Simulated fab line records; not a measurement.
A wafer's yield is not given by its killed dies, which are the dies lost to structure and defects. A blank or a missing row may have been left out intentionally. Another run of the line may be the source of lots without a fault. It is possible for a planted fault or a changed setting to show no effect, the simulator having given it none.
Which tool was responsible? | flow sfq-line | 42 wafers from 14 lots sampled at 5 of the route's 325 steps

WHAT EACH GAUGE READ, for each wafer
No reading from a measuring or inspecting step in the record can be judged against a usual standard deviation.

TOOL THAT RAN EACH LOT (tool first, then ch and the chambers of the sampled wafers, then the start)
lot  | SFQ_TRILAYER_JJ_TRILAYER_DEP_SPUTTER_110 | SFQ_TRILAYER_M5_STRIP_STRIP_127   | SFQ_TRILAYER_A5C_DEP_PECVD_142  | SFQ_TRILAYER_I5_STRIP_STRIP_148   | SFQ_TRILAYER_C5_ETCH_VIA_ETCH_154
L857 | pvd-sputter-05, day 53 06:46             | rie-metal-03 ch 0,1, day 64 11:52 | pecvd-02 ch 0,1,2, day 69 04:44 | rie-metal-04 ch 0,1, day 69 17:29 | rie-diel-04 ch 0,1, day 72 08:26
L858 | pvd-sputter-03, day 53 15:21             | rie-metal-03 ch 0,1, day 64 14:04 | pecvd-03 ch 0,1, day 69 06:56   | rie-metal-03 ch 0,1, day 69 19:41 | rie-diel-04 ch 0,1,3, day 73 14:32
L860 | pvd-sputter-06, day 54 06:57             | rie-metal-01 ch 0,1, day 65 08:42 | pecvd-01 ch 0,1, day 70 08:08   | rie-metal-03 ch 0,1, day 71 01:34 | rie-diel-02 ch 0,2,3, day 75 07:20
L861 | pvd-sputter-03, day 54 16:21             | rie-metal-01 ch 0, day 65 21:21   | pecvd-02 ch 1,2, day 71 00:46   | rie-metal-02 ch 0,1, day 71 03:43 | rie-diel-04 ch 0,1, day 75 08:32
L862 | pvd-sputter-06, day 54 17:33             | rie-metal-03 ch 0,1, day 66 01:30 | pecvd-03 ch 0,1,2, day 71 05:34 | rie-metal-03 ch 0,1, day 71 08:19 | rie-diel-02 ch 0,1,2, day 75 16:56
L863 | pvd-sputter-05, day 57 11:19             | rie-metal-02 ch 0,1, day 67 06:18 | pecvd-03 ch 0,1, day 72 07:58   | rie-metal-02 ch 0,1, day 72 13:22 | rie-diel-03 ch 1,3, day 77 02:32
L864 | pvd-sputter-06, day 57 12:32             | rie-metal-03 ch 0,1, day 67 09:54 | pecvd-02 ch 0,1, day 72 11:47   | rie-metal-04 ch 0,1, day 72 14:34 | rie-diel-04 ch 0,2, day 77 03:44
L865 | pvd-sputter-03, day 62 16:08             | rie-metal-03 ch 0,1, day 67 13:42 | pecvd-01 ch 0,2, day 72 12:59   | rie-metal-02 ch 0,1, day 72 15:58 | rie-diel-02 ch 2,3, day 77 06:08
L867 | pvd-sputter-05, day 63 01:34             | rie-metal-01 ch 0,1, day 67 20:54 | pecvd-01 ch 0,1,2, day 72 16:35 | rie-metal-02 ch 0,1, day 72 22:23 | rie-diel-02 ch 0,3, day 77 10:56
L868 | pvd-sputter-06, day 63 05:10             | rie-metal-02 ch 0,1, day 68 07:42 | pecvd-03 ch 0, day 72 17:49     | rie-metal-02 ch 0,1, day 73 00:47 | rie-diel-03 ch 0,1,3, day 77 12:08
L870 | pvd-sputter-03, day 64 00:32             | rie-metal-03 ch 0,1, day 68 12:18 | pecvd-01 ch 0,1, day 72 20:11   | rie-metal-02 ch 0,1, day 73 02:59 | rie-diel-02 ch 0,1,2, day 77 15:44
L875 | pvd-sputter-03, day 66 10:41             | rie-metal-02 ch 0,1, day 70 10:06 | pecvd-01 ch 0,1,2, day 74 20:13 | rie-metal-03 ch 0,1, day 74 23:01 | rie-diel-02 ch 0,2,3, day 79 05:50
L878 | pvd-sputter-05, day 67 20:17             | rie-metal-03 ch 0,1, day 70 13:30 | pecvd-01 ch 0,1,2, day 75 03:25 | rie-metal-03 ch 0,1, day 75 06:21 | rie-diel-03 ch 0,1,3, day 79 10:37
L879 | pvd-sputter-05, day 67 22:41             | rie-metal-02 ch 0,1, day 70 14:42 | pecvd-02 ch 0,2, day 75 05:49   | rie-metal-03 ch 1, day 75 08:45   | rie-diel-04 ch 0,1, day 79 11:49
- SFQ_TRILAYER_JJ_TRILAYER_DEP_SPUTTER_110: material Al, target thk 8 nm, time 10 s.
- SFQ_TRILAYER_M5_STRIP_STRIP_127: strips in O2.
- SFQ_TRILAYER_A5C_DEP_PECVD_142: deposits SiO2 from SiH4/N2O, time 15.556 s, target thk 70 nm.
- SFQ_TRILAYER_I5_STRIP_STRIP_148: strips in O2.
- SFQ_TRILAYER_C5_ETCH_VIA_ETCH_154: etches SiO2 in CHF3, stops on Nb, target depth 84 nm.

WHAT THE TOOLS THEMSELVES READ (means of the sampled wafers that have a number; where no wafer has one, the mark that the record gives instead)
SFQ_TRILAYER_JJ_TRILAYER_DEP_SPUTTER_110. Usual: throttle-valve-pct reads 29.9 % (standard deviation 0.81).
lot  | tool           | throttle-valve-pct (%) | flag
L857 | pvd-sputter-05 | 29.7                   |
L858 | pvd-sputter-03 | 30.7                   |
L860 | pvd-sputter-06 | 29.6                   |
L861 | pvd-sputter-03 | 30.3                   |
L862 | pvd-sputter-06 | 29.8                   |
L863 | pvd-sputter-05 | 29.5                   |
L864 | pvd-sputter-06 | 30.0                   |
L865 | pvd-sputter-03 | 30.2                   |
L867 | pvd-sputter-05 | 29.2                   |
L868 | pvd-sputter-06 | 29.8                   |
L870 | pvd-sputter-03 | 30.2                   |
L875 | pvd-sputter-03 | 30.2                   |
L878 | pvd-sputter-05 | 29.5                   |
L879 | pvd-sputter-05 | 29.3                   |

SFQ_TRILAYER_M5_STRIP_STRIP_127. Usual: drypump-motor-current-A 5.8 A, standard deviation 0.36; oes-product-au 1.000 a.u., standard deviation 0.0076.
lot  | tool         | drypump-motor-current-A (A) | oes-product-au (a.u.) | flag
L857 | rie-metal-03 | 6.2                         | 1.005                 |
L858 | rie-metal-03 | 6.1                         | 1.000                 |
L860 | rie-metal-01 | 5.5                         | 0.997                 |
L861 | rie-metal-01 | 5.4                         | 1.005                 |
L862 | rie-metal-03 | 6.3                         | 1.002                 |
L863 | rie-metal-02 | 5.9                         | 1.001                 |
L864 | rie-metal-03 | 6.2                         | 1.003                 |
L865 | rie-metal-03 | 6.2                         | 1.010                 |
L867 | rie-metal-01 | 5.5                         | 0.994                 |
L868 | rie-metal-02 | 5.7                         | 1.002                 |
L870 | rie-metal-03 | 6.1                         | 1.003                 |
L875 | rie-metal-02 | 5.8                         | 0.998                 |
L878 | rie-metal-03 | 6.3                         | 1.009                 |
L879 | rie-metal-02 | 5.8                         | 0.999                 |

SFQ_TRILAYER_A5C_DEP_PECVD_142. Usual: heater-power-w 94 W, standard deviation 13; throttle-valve-pct 24.6 %, standard deviation 1.3.
lot  | tool     | heater-power-w (W) | throttle-valve-pct (%) | flag
L857 | pecvd-02 | 96                 | 24.9                   |
L858 | pecvd-03 | 92                 | 25.8                   |
L860 | pecvd-01 | 98                 | 26.2                   |
L861 | pecvd-02 | 90                 | 25.3                   |
L862 | pecvd-03 | 84                 | 25.3                   |
L863 | pecvd-03 | 89                 | 25.4                   |
L864 | pecvd-02 | 91                 | 24.9                   |
L865 | pecvd-01 | 97                 | 23.7                   |
L867 | pecvd-01 | 99                 | 23.1                   |
L868 | pecvd-03 | 97                 | 26.9                   |
L870 | pecvd-01 | 106                | 22.7                   |
L875 | pecvd-01 | 104                | 23.2                   |
L878 | pecvd-01 | 105                | 23.3                   |
L879 | pecvd-02 | 101                | 24.8                   |

SFQ_TRILAYER_I5_STRIP_STRIP_148. Usual: drypump-motor-current-A 6.1 A, standard deviation 0.33; oes-product-au 1.002 a.u., standard deviation 0.0083.
lot  | tool         | drypump-motor-current-A (A) | oes-product-au (a.u.) | flag
L857 | rie-metal-04 | 6.6                         | 1.003                 |
L858 | rie-metal-03 | 6.3                         | 1.006                 |
L860 | rie-metal-03 | 6.2                         | 1.001                 |
L861 | rie-metal-02 | 5.9                         | 1.000                 |
L862 | rie-metal-03 | 6.2                         | 1.009                 |
L863 | rie-metal-02 | 5.7                         | 0.992                 |
L864 | rie-metal-04 | 6.5                         | 1.008                 |
L865 | rie-metal-02 | 5.7                         | 0.996                 |
L867 | rie-metal-02 | 5.9                         | 0.991                 |
L868 | rie-metal-02 | 5.9                         | 0.992                 |
L870 | rie-metal-02 | 5.7                         | 1.004                 |
L875 | rie-metal-03 | 6.3                         | 1.004                 |
L878 | rie-metal-03 | 6.3                         | 1.001                 |
L879 | rie-metal-03 | 6.0                         | 1.005                 |

SFQ_TRILAYER_C5_ETCH_VIA_ETCH_154. Usual: bias-w 80.04 W, standard deviation 0.23; drypump-motor-current-A 5.7 A, standard deviation 0.4; oes-product-au 0.893 a.u., standard deviation 0.0082.
lot  | tool        | bias-w (W) | drypump-motor-current-A (A) | oes-product-au (a.u.) | flag
L857 | rie-diel-04 | 80.01      | 6.0                         | 0.902                 |
L858 | rie-diel-04 | 80.12      | 5.9                         | 0.898                 |
L860 | rie-diel-02 | 79.77      | 6.0                         | 0.882                 |
L861 | rie-diel-04 | 80.07      | 5.7                         | 0.898                 |
L862 | rie-diel-02 | 80.27      | 5.7                         | 0.882                 |
L863 | rie-diel-03 | 80.08      | 5.7                         | 0.893                 |
L864 | rie-diel-04 | 79.81      | 5.5                         | 0.896                 |
L865 | rie-diel-02 | 79.93      | 6.0                         | 0.891                 |
L867 | rie-diel-02 | 80.00      | 6.0                         | 0.904                 |
L868 | rie-diel-03 | 80.21      | 5.6                         | 0.898                 |
L870 | rie-diel-02 | 79.97      | 5.7                         | 0.892                 |
L875 | rie-diel-02 | 80.04      | 6.0                         | 0.666                 | OFF
L878 | rie-diel-03 | 79.96      | 5.6                         | 0.774                 | OFF
L879 | rie-diel-04 | 79.97      | 6.0                         | 0.901                 |

THE ANSWER, worked out from the rows above alone
Rule: lot off if the mean of its wafers having a number is beyond 3 standard deviations from the usual mean. A lot without any number at a reading at which 4 lots or more have one is off too. All remaining lots with rows at the step are treated as sound. First the gauges in route order, then the tools' own readings, where a lot's mean is used as printed above. The first step at which some lot is off is used, and at that step the reading that is off furthest; a lot without a number counts as furthest.
Off, at SFQ_TRILAYER_C5_ETCH_VIA_ETCH_154 on oes-product-au: L875, L878.
A tool fits if, at that step or a process step before it, it ran every lot that is off, and no sound lot after the first of them. One fits: SFQ_TRILAYER_A5C_DEP_PECVD_142 on pecvd-01. Its last sound lot is L870 (day 72 20:11), its first lot that is off L875 (day 74 20:13): a fault that began between those two fits.

WHAT THE SIMULATOR PUT IN
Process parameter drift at SFQ_TRILAYER_A5C_DEP_PECVD_142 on pecvd-01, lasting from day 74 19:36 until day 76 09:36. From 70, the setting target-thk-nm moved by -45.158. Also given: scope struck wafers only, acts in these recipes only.
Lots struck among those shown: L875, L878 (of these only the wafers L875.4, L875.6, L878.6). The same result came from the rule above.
